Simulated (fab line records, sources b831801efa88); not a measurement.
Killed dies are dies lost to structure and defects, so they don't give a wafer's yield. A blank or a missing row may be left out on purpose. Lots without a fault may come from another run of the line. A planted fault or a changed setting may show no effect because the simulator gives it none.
Which tool did it? | flow gf180mcu | 12 lots, 36 wafers sampled, at 1 step of a route of 602

WHAT THE GAUGES READ, wafer by wafer
GF_SALICIDE_RS_MEAS_04: measures by four-point-probe.
lot  | measured     | on            | SALICIDE_TIN_RS (ohm/sq)
L821 | day 15 17:14 | film_metro-03 | 16.6 16.1 16.0
L822 | day 16 06:08 | film_metro-03 | 16.2 16.3 16.1
L824 | day 16 22:04 | film_metro-03 | 16.5 16.3 15.9
L826 | day 17 23:33 | film_metro-03 | 16.3 16.1 16.7
L827 | day 18 03:38 | film_metro-03 | 16.3 16.7 16.5
L828 | day 18 05:20 | film_metro-03 | 16.6 16.6 16.2
L829 | day 18 14:19 | film_metro-02 | 17.0 16.8 16.3
L838 | day 22 02:55 | film_metro-02 | 16.6 16.5 16.1
L839 | day 22 14:14 | film_metro-02 | 16.0 16.7 16.4
L841 | day 23 01:01 | film_metro-01 | 16.7 16.5 16.5
L840 | day 23 02:14 | film_metro-03 | 15.8 16.1 16.5
L842 | day 23 11:07 | film_metro-02 | 17.1 16.5 16.8

WHICH TOOL RAN EACH LOT (tool, then ch and the chambers of the sampled wafers, then the start)
The record holds no process step before these readings.

WHAT THE TOOLS THEMSELVES READ (means of the sampled wafers that have a number; where no wafer has one, the mark that the record gives instead)
The record holds no such reading with a usual standard deviation.

THE ANSWER, worked out from the rows above alone
Rule: what is usual is taken from the lots themselves. Put in order of their means at a reading, lots are off if they are a third of the lots or fewer, leave a main group of 4 or more, and stand apart from it by a gap of 3 or more times the standard deviation of the main group's means; of several such gaps the widest counts. A main group whose means are all the same, to the digits that the tables above print for the reading, isn't used. A lot without any number at a reading at which 4 lots or more have one is off too. The other lots that the step has rows for count as sound. The gauges are gone through in route order, then the tools' own readings, and for those a lot's mean is taken as printed above. The first step at which some lot is off is used, and at that step the reading that is off furthest; a lot without a number counts as furthest.
No lot is off at any reading shown: from this, nothing can be told.

WHAT THE SIMULATOR HAD PUT IN
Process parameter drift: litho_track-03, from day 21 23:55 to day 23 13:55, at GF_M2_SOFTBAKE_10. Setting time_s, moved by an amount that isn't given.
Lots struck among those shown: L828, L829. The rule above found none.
